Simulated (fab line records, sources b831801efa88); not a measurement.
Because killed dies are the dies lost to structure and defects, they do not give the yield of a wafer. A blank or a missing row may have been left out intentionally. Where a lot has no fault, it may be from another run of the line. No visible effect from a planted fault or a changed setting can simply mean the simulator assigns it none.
fab line records	flow sky130	part 1 of 2: steps 1 to 23 of 33
record: lots: 5	wafers: 15	lastDay: 50
route steps=708 shown VT_ADJUST_HVTR@140 VT_ADJUST_PCH@143 SONOS_TUNNEL@154 SONOS_ONO@168
lots with no fault: from the same line, run without faults
startH: start of the lot's first displayed wafer, in hours after the record's first day	waitH: time in hours since the lot's previous step	" same as the row above	L1.1+2: several wafers, shown together as one row	- either no value or no given start	* or withheld: withheld	< > ~ a bound
route shown NAME@n: NAME is a module with steps in the file, n the number in the route of the first one	usual: mean and standard deviation over wafers with no fault	same: alike in all rows	chamber/n: place in a boat	sites: per-site readings	_std_site: the standard deviation of these	_edge_site: the outer-site mean with the inner-site mean subtracted	radiusMm: how far each site lies from the wafer's centre	mask NAME#n: copy n	behind: the tool/chamber that last shaped the wafer	hold: why the lot went on hold/how many hours it stayed there/how the hold came to an end	device: the n, p or np transistor that did not switch	end of line: the tests these same wafers got at the end of their route	a step given without rows: its recipe and nothing more	killed: dies lost to structure and defects at the first sort, not the wafer's yield	map: dies across one wafer; x = killed, . = not, _ = none there
set.NAME: setting as actually run; set.NAME@STEP: the setting as run at that earlier step	model.NAME: the simulator's own value behind a step, which no gauge read
certain route steps with their lots: each step a table, each wafer a row
services: the hour from which a tool's chamber was out of use, counted from the record's first day as startH (under 0 if before that day), plus the number of hours and why
== steps ==
step: SKY_VT_ADJUST_HVTR_IMPLANT_09
recipe: species: B	energyKev: 10	doseCm2: 2.1e+12	tiltDeg: withheld
usual: beamEnergyKeV: 10.001/0.0031
lot.wafer	tool	chamber	startH	waitH	beamEnergyKeV
L078.1	implanter-04	0	239.57	0.0	9.995
L078.2	"	0	"	"	10.001
L078.3	"	0	"	"	10.000
L083.1	implanter-04	0	278.34	0.0	10.005
L083.4	"	0	"	"	10.001
L083.5	"	0	"	"	10.007
L088.2	implanter-04	0	308.50	0.0	9.995
L088.4	"	0	"	"	9.996
L088.5	"	0	"	"	9.999
L092.1	implanter-03	0	340.12	0.0	10.001
L092.2	"	0	"	"	10.002
L092.6	"	0	"	"	10.001
L096.3	implanter-01	0	378.12	0.1	10.005
L096.4	"	0	"	"	10.001
L096.5	"	0	"	"	10.003
step: SKY_VT_ADJUST_HVTR_STRIP_10
recipe: chemistry: O2/N2	powerW: 1400	pressureMtorr: 1500	platenTempC: withheld	o2FlowSccm: 3000	n2FlowSccm: 300	overashFraction: 0.5
usual: drypumpMotorCurrentA: 5.69/0.29	oesProductAu: 0.716/0.0046	stripTimeToEndpointS: 14.17/0.035
lot.wafer	tool	chamber	startH	waitH	drypumpMotorCurrentA	oesProductAu	rfHoursCounterH	stripTimeToEndpointS
L078.1	plasmaAsher-04	0	239.72	0.1	5.65	0.716	53	14.24
L078.2	"	1	"	"	5.31	0.720	53	14.21
L078.3	"	0	"	"	5.66	0.710	-	14.20
L083.1	plasmaAsher-03	1	278.49	0.1	5.95	0.710	46	14.19
L083.4	"	0	"	"	5.47	0.705	-	14.22
L083.5	"	0	"	"	5.47	0.715	-	14.15
L088.2	plasmaAsher-04	0	308.63	0.1	5.65	0.724	58	14.14
L088.4	"	0	"	"	5.66	0.719	-	14.17
L088.5	"	0	"	"	5.65	0.717	-	14.15
L092.1	plasmaAsher-03	1	340.27	0.1	5.97	0.719	53	14.19
L092.2	"	0	"	"	5.46	0.715	53	14.15
L092.6	"	1	"	"	5.95	0.708	-	14.19
L096.3	plasmaAsher-01	0	378.26	0.1	5.49	0.715	-	14.22
L096.4	"	1	"	"	6.11	0.718	-	14.21
L096.5	"	1	"	"	6.10	0.719	-	14.23
step: SKY_VT_ADJUST_HVTR_TW_MEAS_11
usual: VT_ADJUST_HVTR_TW: 211.8/1.1
lot.wafer	tool	chamber	startH	waitH	VT_ADJUST_HVTR_TW
L078.1	filmMetro-02	-	239.82	0.1	212.7
L078.2	"	-	"	"	212.6
L078.3	"	-	"	"	212.6
L083.1	filmMetro-01	-	278.59	0.1	212.2
L083.4	"	-	"	"	211.8
L083.5	"	-	"	"	212.8
L088.2	filmMetro-01	-	308.74	0.1	211.5
L088.4	"	-	"	"	212.1
L088.5	"	-	"	"	211.0
L092.1	filmMetro-02	-	340.37	0.1	211.1
L092.2	"	-	"	"	212.4
L092.6	"	-	"	"	211.7
L096.3	filmMetro-02	-	378.34	0.1	212.4
L096.4	"	-	"	"	210.9
L096.5	"	-	"	"	211.8
step: SKY_VT_ADJUST_PCH_DEHYDRATE_00
recipe: tempC: 200	timeS: 60
usual: plateTempC: 200.00/0.16	resistLineTempC: 23.03/0.1
lot.wafer	tool	chamber	startH	waitH	plateTempC	resistLineTempC
L078.1	lithoTrack-04	0	251.12	11.3	199.91	23.08
L078.2	"	0	"	"	200.09	23.09
L078.3	"	0	"	"	200.00	23.12
L083.1	lithoTrack-01	0	290.06	11.5	200.07	23.02
L083.4	"	0	"	"	199.88	22.85
L083.5	"	0	"	"	199.84	22.80
L088.2	lithoTrack-04	0	321.00	12.2	199.89	23.04
L088.4	"	0	"	"	200.12	23.03
L088.5	"	0	"	"	199.91	22.91
L092.1	lithoTrack-04	0	352.97	12.6	200.03	23.32
L092.2	"	0	"	"	200.04	23.26
L092.6	"	0	"	"	199.94	23.15
L096.3	lithoTrack-01	0	392.11	13.8	199.88	22.90
L096.4	"	0	"	"	199.90	22.95
L096.5	"	0	"	"	199.80	23.02
step: SKY_VT_ADJUST_PCH_HMDS_01
recipe: primeTimeS: 60	primeTempC: 120
usual: resistLineTempC: 22.98/0.11
lot.wafer	tool	chamber	startH	waitH	resistLineTempC
L078.1	lithoTrack-04	0	251.27	0.1	22.84
L078.2	"	0	"	"	22.99
L078.3	"	0	"	"	22.89
L083.1	lithoTrack-01	0	290.21	0.1	22.97
L083.4	"	0	"	"	22.92
L083.5	"	0	"	"	23.02
L088.2	lithoTrack-04	0	321.15	0.1	22.94
L088.4	"	0	"	"	23.13
L088.5	"	0	"	"	23.04
L092.1	lithoTrack-04	0	353.12	0.1	23.03
L092.2	"	0	"	"	23.19
L092.6	"	0	"	"	23.22
L096.3	lithoTrack-01	0	392.26	0.1	22.95
L096.4	"	0	"	"	22.98
L096.5	"	0	"	"	22.87
step: SKY_VT_ADJUST_PCH_COAT_02
recipe: spinRpm: 2000	resistThkNm: 3000
usual: resistLineTempC: 23.00/0.11	spinSpeedRpm: 1999.9/1.2
lot.wafer	tool	chamber	startH	waitH	resistLineTempC	spinSpeedRpm
L078.1	lithoTrack-04	0	251.42	0.1	22.96	2002.8
L078.2	"	0	"	"	22.98	1999.5
L078.3	"	0	"	"	23.14	1999.9
L083.1	lithoTrack-01	0	290.36	0.1	22.90	1998.7
L083.4	"	0	"	"	22.81	2001.5
L083.5	"	0	"	"	22.90	1999.6
L088.2	lithoTrack-04	0	321.30	0.1	23.12	2002.5
L088.4	"	0	"	"	23.10	2002.5
L088.5	"	0	"	"	23.16	2000.3
L092.1	lithoTrack-04	0	353.27	0.1	22.86	1998.8
L092.2	"	0	"	"	22.91	1998.7
L092.6	"	0	"	"	23.09	1997.3
L096.3	lithoTrack-01	0	392.41	0.1	23.04	2000.7
L096.4	"	0	"	"	23.17	2001.3
L096.5	"	0	"	"	23.02	2000.9
step: SKY_VT_ADJUST_PCH_SOFTBAKE_03
recipe: tempC: 110	timeS: withheld
usual: plateTempC: 110.02/0.13	resistLineTempC: 22.99/0.12
lot.wafer	tool	chamber	startH	waitH	plateTempC	resistLineTempC
L078.1	lithoTrack-04	0	251.57	0.1	109.94	23.05
L078.2	"	0	"	"	109.97	22.99
L078.3	"	0	"	"	109.75	22.85
L083.1	lithoTrack-01	0	290.51	0.1	110.23	22.96
L083.4	"	0	"	"	110.09	23.02
L083.5	"	0	"	"	110.30	23.16
L088.2	lithoTrack-04	0	321.45	0.1	110.18	23.05
L088.4	"	0	"	"	110.04	22.99
L088.5	"	0	"	"	110.08	23.06
L092.1	lithoTrack-04	0	353.42	0.1	109.76	23.17
L092.2	"	0	"	"	109.94	23.18
L092.6	"	0	"	"	110.08	22.96
L096.3	lithoTrack-01	0	392.57	0.1	110.04	23.14
L096.4	"	0	"	"	110.23	23.08
L096.5	"	0	"	"	110.28	23.06
step: SKY_VT_ADJUST_PCH_EXPOSE_04
recipe: maskId: NWM	na: 0.6	sourceShape: conventional	sigmaOuter: 0.6	polarization: unpolarized	targetCdNm: 840	doseMj: 255
usual: reticleTempC: 23.02/0.11
same: na: 0.6
lot.wafer	tool	chamber	startH	waitH	mask	reticleTempC
L078.1	ilineStepper-02	0	-	-	NWM#0	22.96
L078.2	"	0	"	"	NWM#0	22.98
L078.3	"	0	"	"	NWM#0	23.02
L083.1	ilineStepper-02	0	-	-	NWM#0	23.21
L083.4	"	0	"	"	NWM#0	23.09
L083.5	"	0	"	"	NWM#0	23.04
L088.2	ilineStepper-02	0	-	-	NWM#0	22.92
L088.4	"	0	"	"	NWM#0	23.14
L088.5	"	0	"	"	NWM#0	22.96
L092.1	ilineStepper-02	0	-	-	NWM#0	23.06
L092.2	"	0	"	"	NWM#0	23.05
L092.6	"	0	"	"	NWM#0	23.17
L096.3	ilineStepper-01	0	-	-	NWM#0	22.87
L096.4	"	0	"	"	NWM#0	22.89
L096.5	"	0	"	"	NWM#0	23.03
step: SKY_VT_ADJUST_PCH_PEB_05
recipe: tempC: 115	timeS: withheld
usual: plateTempC: 115.01/0.13	resistLineTempC: 23.00/0.094
lot.wafer	tool	chamber	startH	waitH	plateTempC	resistLineTempC
L078.1	lithoTrack-04	0	-	-	114.97	23.08
L078.2	"	0	"	"	114.79	22.95
L078.3	"	0	"	"	114.90	23.05
L083.1	lithoTrack-02	0	-	-	115.04	23.01
L083.4	"	0	"	"	115.08	23.14
L083.5	"	0	"	"	114.79	22.85
L088.2	lithoTrack-02	0	-	-	115.11	22.97
L088.4	"	0	"	"	115.23	22.87
L088.5	"	0	"	"	115.30	22.92
L092.1	lithoTrack-04	0	-	-	115.14	23.01
L092.2	"	0	"	"	115.02	23.06
L092.6	"	0	"	"	115.21	23.06
L096.3	lithoTrack-04	0	-	-	115.31	23.04
L096.4	"	0	"	"	115.14	23.05
L096.5	"	0	"	"	115.08	22.91
step: SKY_VT_ADJUST_PCH_DEVELOP_06
recipe: wallAngleDeg: 90	developer: TMAH	developTimeS: 60	devTempC: 23
usual: resistLineTempC: 23.03/0.11
lot.wafer	tool	chamber	startH	waitH	resistLineTempC
L078.1	lithoTrack-04	0	-	-	23.10
L078.2	"	0	"	"	23.03
L078.3	"	0	"	"	23.13
L083.1	lithoTrack-02	0	-	-	23.10
L083.4	"	0	"	"	23.11
L083.5	"	0	"	"	23.13
L088.2	lithoTrack-02	0	-	-	23.09
L088.4	"	0	"	"	23.18
L088.5	"	0	"	"	23.26
L092.1	lithoTrack-04	0	-	-	23.19
L092.2	"	0	"	"	23.16
L092.6	"	0	"	"	22.99
L096.3	lithoTrack-04	0	-	-	23.04
L096.4	"	0	"	"	23.09
L096.5	"	0	"	"	23.12
step: SKY_VT_ADJUST_PCH_OVL_MEAS_07
usual: VT_ADJUST_PCH_OVL: 1.1/1.2
lot.wafer	tool	chamber	startH	waitH	VT_ADJUST_PCH_OVL[nm]
L078.1	overlay-02	-	263.37	-	2.1
L078.2	"	-	"	"	0.7
L078.3	"	-	"	"	1.8
L083.1	overlay-01	-	303.23	-	-0.1
L083.4	"	-	"	"	0.9
L083.5	"	-	"	"	0.9
L088.2	overlay-02	-	334.39	-	1.1
L088.4	"	-	"	"	0.5
L088.5	"	-	"	"	2.4
L092.1	overlay-02	-	367.07	-	1.3
L092.2	"	-	"	"	1.5
L092.6	"	-	"	"	0.7
L096.3	overlay-01	-	407.33	-	0.9
L096.4	"	-	"	"	1.9
L096.5	"	-	"	"	1.4
step: SKY_VT_ADJUST_PCH_IMPLANT_08
recipe: species: B	energyKev: 10	doseCm2: 5e+11	tiltDeg: withheld
usual: beamEnergyKeV: 10.000/0.0031
lot.wafer	tool	chamber	startH	waitH	beamEnergyKeV
L078.1	implanter-03	0	263.41	0.0	9.998
L078.2	"	0	"	"	9.997
L078.3	"	0	"	"	9.992
L083.1	implanter-03	0	303.27	0.0	9.999
L083.4	"	0	"	"	9.999
L083.5	"	0	"	"	9.997
L088.2	implanter-01	0	334.44	0.0	9.996
L088.4	"	0	"	"	9.997
L088.5	"	0	"	"	9.995
L092.1	implanter-03	0	367.11	0.0	9.997
L092.2	"	0	"	"	9.999
L092.6	"	0	"	"	9.999
L096.3	implanter-03	0	407.41	0.1	10.007
L096.4	"	0	"	"	10.005
L096.5	"	0	"	"	10.006
step: SKY_VT_ADJUST_PCH_STRIP_09
recipe: chemistry: O2/N2	powerW: 1400	pressureMtorr: 1500	platenTempC: withheld	o2FlowSccm: 3000	n2FlowSccm: 300	overashFraction: 0.5
usual: drypumpMotorCurrentA: 5.6/0.41	oesProductAu: 0.723/0.0044	stripTimeToEndpointS: 36.94/0.12
lot.wafer	tool	chamber	startH	waitH	drypumpMotorCurrentA	oesProductAu	rfHoursCounterH	stripTimeToEndpointS
L078.1	plasmaAsher-01	1	263.56	0.1	6.1	0.721	56	36.85
L078.2	"	0	"	"	5.5	0.724	56	36.93
L078.3	"	1	"	"	6.1	0.721	-	36.95
L083.1	plasmaAsher-03	0	303.42	0.1	5.5	0.725	50	37.06
L083.4	"	0	"	"	5.4	0.719	-	37.09
L083.5	"	0	"	"	5.5	0.730	-	37.03
L088.2	plasmaAsher-03	1	334.57	0.1	6.0	0.712	53	36.80
L088.4	"	1	"	"	6.0	0.712	-	36.87
L088.5	"	1	"	"	6.0	0.722	-	36.89
L092.1	plasmaAsher-02	1	367.26	0.1	4.9	0.723	25	36.89
L092.2	"	0	"	"	6.0	0.727	25	36.86
L092.6	"	0	"	"	6.0	0.718	-	36.90
L096.3	plasmaAsher-03	1	407.54	0.1	6.0	0.723	-	37.27
L096.4	"	0	"	"	5.5	0.722	-	37.19
L096.5	"	1	"	"	5.9	0.724	-	37.15
step: SKY_VT_ADJUST_PCH_TW_MEAS_10
usual: VT_ADJUST_PCH_TW: 143.7/1
lot.wafer	tool	chamber	startH	waitH	VT_ADJUST_PCH_TW
L078.1	filmMetro-03	-	263.66	0.1	145.0
L078.2	"	-	"	"	144.4
L078.3	"	-	"	"	145.4
L083.1	filmMetro-02	-	303.52	0.1	143.9
L083.4	"	-	"	"	143.4
L083.5	"	-	"	"	144.3
L088.2	filmMetro-03	-	334.68	0.1	144.6
L088.4	"	-	"	"	146.1
L088.5	"	-	"	"	145.4
L092.1	filmMetro-01	-	367.36	0.1	143.4
L092.2	"	-	"	"	144.0
L092.6	"	-	"	"	143.1
L096.3	filmMetro-01	-	407.63	0.1	145.1
L096.4	"	-	"	"	143.0
L096.5	"	-	"	"	143.7
step: SKY_SONOS_TUNNEL_DEHYDRATE_00
recipe: tempC: 200	timeS: 60
usual: plateTempC: 199.99/0.14	resistLineTempC: 22.97/0.097
lot.wafer	tool	chamber	startH	waitH	plateTempC	resistLineTempC
L078.1	lithoTrack-03	0	274.57	10.9	200.18	22.95
L078.2	"	0	"	"	200.02	22.94
L078.3	"	0	"	"	200.02	22.86
L083.1	lithoTrack-03	0	315.87	12.3	200.01	22.85
L083.4	"	0	"	"	200.09	23.00
L083.5	"	0	"	"	200.29	23.13
L088.2	lithoTrack-01	0	347.43	12.7	199.85	22.83
L088.4	"	0	"	"	200.31	22.98
L088.5	"	0	"	"	200.08	23.11
L092.1	lithoTrack-01	0	380.51	13.1	199.99	22.90
L092.2	"	0	"	"	199.95	22.86
L092.6	"	0	"	"	199.85	22.80
L096.3	lithoTrack-02	0	422.43	14.8	200.18	23.03
L096.4	"	0	"	"	200.00	22.97
L096.5	"	0	"	"	200.19	22.93
step: SKY_SONOS_TUNNEL_HMDS_01
recipe: primeTimeS: 60	primeTempC: 120
usual: resistLineTempC: 22.99/0.12
lot.wafer	tool	chamber	startH	waitH	resistLineTempC
L078.1	lithoTrack-03	0	274.72	0.1	23.26
L078.2	"	0	"	"	23.18
L078.3	"	0	"	"	23.25
L083.1	lithoTrack-03	0	316.02	0.1	23.12
L083.4	"	0	"	"	22.95
L083.5	"	0	"	"	23.07
L088.2	lithoTrack-01	0	347.58	0.1	23.13
L088.4	"	0	"	"	23.10
L088.5	"	0	"	"	23.23
L092.1	lithoTrack-01	0	380.66	0.1	23.08
L092.2	"	0	"	"	23.03
L092.6	"	0	"	"	23.02
L096.3	lithoTrack-02	0	422.58	0.1	22.93
L096.4	"	0	"	"	22.87
L096.5	"	0	"	"	22.77
step: SKY_SONOS_TUNNEL_COAT_02
recipe: resist: NOVOLAK	spinRpm: 3000	resistThkNm: 1140
usual: resistLineTempC: 22.99/0.1	spinSpeedRpm: 3000.1/2.3
lot.wafer	tool	chamber	startH	waitH	resistLineTempC	spinSpeedRpm
L078.1	lithoTrack-03	0	274.87	0.1	22.96	2999.2
L078.2	"	0	"	"	23.12	2996.0
L078.3	"	0	"	"	22.86	3000.4
L083.1	lithoTrack-03	0	316.17	0.1	23.19	2999.8
L083.4	"	0	"	"	22.94	3001.1
L083.5	"	0	"	"	23.01	2999.0
L088.2	lithoTrack-01	0	347.73	0.1	22.92	2999.7
L088.4	"	0	"	"	23.03	2997.4
L088.5	"	0	"	"	22.97	2996.1
L092.1	lithoTrack-01	0	380.81	0.1	22.94	2998.4
L092.2	"	0	"	"	22.97	3001.4
L092.6	"	0	"	"	22.87	2998.5
L096.3	lithoTrack-02	0	422.73	0.1	23.04	3000.3
L096.4	"	0	"	"	22.94	2997.7
L096.5	"	0	"	"	22.98	2996.4
step: SKY_SONOS_TUNNEL_SOFTBAKE_03
recipe: tempC: 90	timeS: 60	resist: NOVOLAK
usual: plateTempC: 89.99/0.12	resistLineTempC: 22.99/0.11
lot.wafer	tool	chamber	startH	waitH	plateTempC	resistLineTempC
L078.1	lithoTrack-03	0	275.02	0.1	89.96	23.04
L078.2	"	0	"	"	89.78	23.16
L078.3	"	0	"	"	89.73	23.12
L083.1	lithoTrack-03	0	316.32	0.1	89.86	22.94
L083.4	"	0	"	"	90.14	22.82
L083.5	"	0	"	"	90.02	23.07
L088.2	lithoTrack-01	0	347.88	0.1	90.02	22.90
L088.4	"	0	"	"	90.05	22.99
L088.5	"	0	"	"	89.84	22.90
L092.1	lithoTrack-01	0	380.96	0.1	89.97	22.80
L092.2	"	0	"	"	89.97	22.88
L092.6	"	0	"	"	89.77	22.85
L096.3	lithoTrack-02	0	422.88	0.1	90.12	22.91
L096.4	"	0	"	"	90.04	23.12
L096.5	"	0	"	"	90.04	23.09
step: SKY_SONOS_TUNNEL_EXPOSE_04
recipe: maskId: TUNM	na: 0.6	sourceShape: conventional	sigmaOuter: 0.6	polarization: unpolarized	targetCdNm: 410	doseMj: 136
usual: reticleTempC: 23.01/0.11
same: na: 0.6
lot.wafer	tool	chamber	startH	waitH	mask	reticleTempC
L078.1	ilineStepper-02	0	-	-	TUNM#0	22.93
L078.2	"	0	"	"	TUNM#0	22.88
L078.3	"	0	"	"	TUNM#0	22.94
L083.1	ilineStepper-01	0	-	-	TUNM#0	22.82
L083.4	"	0	"	"	TUNM#0	22.94
L083.5	"	0	"	"	TUNM#0	22.96
L088.2	ilineStepper-02	0	-	-	TUNM#0	23.11
L088.4	"	0	"	"	TUNM#0	23.03
L088.5	"	0	"	"	TUNM#0	23.01
L092.1	ilineStepper-01	0	-	-	TUNM#0	23.01
L092.2	"	0	"	"	TUNM#0	22.93
L092.6	"	0	"	"	TUNM#0	23.07
L096.3	ilineStepper-02	0	-	-	TUNM#0	23.00
L096.4	"	0	"	"	TUNM#0	23.15
L096.5	"	0	"	"	TUNM#0	23.03
step: SKY_SONOS_TUNNEL_PEB_05
recipe: tempC: withheld	timeS: *	resist: NOVOLAK
usual: resistLineTempC: *
lot.wafer	tool	chamber	startH	waitH	resistLineTempC
L078.1	lithoTrack-02	0	-	-	*
L078.2	"	0	"	"	*
L078.3	"	0	"	"	*
L083.1	lithoTrack-01	0	-	-	*
L083.4	"	0	"	"	*
L083.5	"	0	"	"	*
L088.2	lithoTrack-01	0	-	-	*
L088.4	"	0	"	"	*
L088.5	"	0	"	"	*
L092.1	lithoTrack-03	0	-	-	*
L092.2	"	0	"	"	*
L092.6	"	0	"	"	*
L096.3	lithoTrack-03	0	-	-	*
L096.4	"	0	"	"	*
L096.5	"	0	"	"	*
step: SKY_SONOS_TUNNEL_DEVELOP_06
recipe: resist: NOVOLAK	developer: TMAH	developTimeS: 60	devTempC: 23
usual: resistLineTempC: 22.98/0.1
lot.wafer	tool	chamber	startH	waitH	resistLineTempC
L078.1	lithoTrack-02	0	286.48	0.1	23.02
L078.2	"	0	"	"	22.99
L078.3	"	0	"	"	23.15
L083.1	lithoTrack-01	0	329.91	0.1	23.09
L083.4	"	0	"	"	23.06
L083.5	"	0	"	"	23.08
L088.2	lithoTrack-01	0	361.78	0.1	22.85
L088.4	"	0	"	"	22.94
L088.5	"	0	"	"	22.90
L092.1	lithoTrack-03	0	395.57	0.1	23.02
L092.2	"	0	"	"	23.00
L092.6	"	0	"	"	22.97
L096.3	lithoTrack-03	0	437.67	0.1	23.05
L096.4	"	0	"	"	23.02
L096.5	"	0	"	"	23.01
step: SKY_SONOS_TUNNEL_CD_MEAS_07
recipe: targetCdNm: 410
usual: cdNm: 410.6/2.5
lot.wafer	tool	chamber	startH	waitH	cdNm
L078.1	cdSem-02	-	286.63	0.1	414.2
L078.2	"	-	"	"	414.1
L078.3	"	-	"	"	414.6
L083.1	cdSem-01	-	330.06	0.1	406.1
L083.4	"	-	"	"	406.1
L083.5	"	-	"	"	407.3
L088.2	cdSem-02	-	361.93	0.1	409.3
L088.4	"	-	"	"	409.4
L088.5	"	-	"	"	410.9
L092.1	cdSem-01	-	395.72	0.1	414.6
L092.2	"	-	"	"	412.0
L092.6	"	-	"	"	411.8
L096.3	cdSem-01	-	437.81	0.1	406.8
L096.4	"	-	"	"	406.3
L096.5	"	-	"	"	409.1
step: SKY_SONOS_TUNNEL_OVL_MEAS_08
usual: SONOS_TUNNEL_OVL: -0.2/1.5
lot.wafer	tool	chamber	startH	waitH	SONOS_TUNNEL_OVL[nm]
L078.1	overlay-01	-	286.75	0.1	0.2
L078.2	"	-	"	"	0.3
L078.3	"	-	"	"	0.4
L083.1	overlay-02	-	330.18	0.1	-2.0
L083.4	"	-	"	"	-0.9
L083.5	"	-	"	"	-1.7
L088.2	overlay-02	-	362.03	0.1	0.4
L088.4	"	-	"	"	1.0
L088.5	"	-	"	"	0.5
L092.1	overlay-02	-	395.84	0.1	0.0
L092.2	"	-	"	"	1.0
L092.6	"	-	"	"	0.1
L096.3	overlay-01	-	437.90	0.1	-2.5
L096.4	"	-	"	"	-1.2
L096.5	"	-	"	"	-0.9
